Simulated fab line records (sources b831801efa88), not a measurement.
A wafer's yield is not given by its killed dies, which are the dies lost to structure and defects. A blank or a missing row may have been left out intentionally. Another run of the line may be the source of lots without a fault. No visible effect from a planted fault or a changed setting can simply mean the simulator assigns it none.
Matching of chambers ; flow sky130 ; cmp-01 running SKY_VIA3_CMP_24: 4 sister chambers
The step polishes, stops on SiO2, t overpolish 20 s, target thk 0 nm. 4 wafers are shown with their chamber, then 8 later ones without.

== WAFERS PAIRED WITH THEIR CHAMBERS ==
wafer;chamber;motor_current_A (A)
L085.4;0;9.2
L086.4;1;9.9
L086.5;3;10.4
L092.3;2;7.9

== WAFERS WITH NO CHAMBER GIVEN ==
wafer;motor_current_A (A)
L092.5;8.7
L092.6;11.0
L093.2;8.2
L093.3;9.9
L093.5;10.6
L096.3;10.2
L096.5;9.2
L096.6;10.5

== CHAMBER TAKEN BY EACH ==
wafer;from the rows above;in truth
L092.5;can't be placed: 0 or 2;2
L092.6;can't be placed: 3 or 1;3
L093.2;2;2
L093.3;can't be placed: 1 or 3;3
L093.5;can't be placed: 3 or 1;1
L096.3;can't be placed: 3 or 1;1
L096.5;0;0
L096.6;can't be placed: 3 or 1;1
Placed correctly: 2 of 8. Can't be placed from these rows: 6 (the true chamber is among the candidates in 6). 0 placed wrongly.
How it was worked out, from the rows above alone: a wafer's distance from a chamber is the root of the sum, over the readings, of the square of ((its reading less the chamber's mean) divided by the reading's scatter). If the next closest chamber is less than 2 further off than the closest, the wafer can't be placed; otherwise it belongs to the closest. A chamber's mean is the mean of its shown wafers. The scatter: root of mean squared gap, hidden wafer to nearest shown wafer, with one shown wafer a chamber.
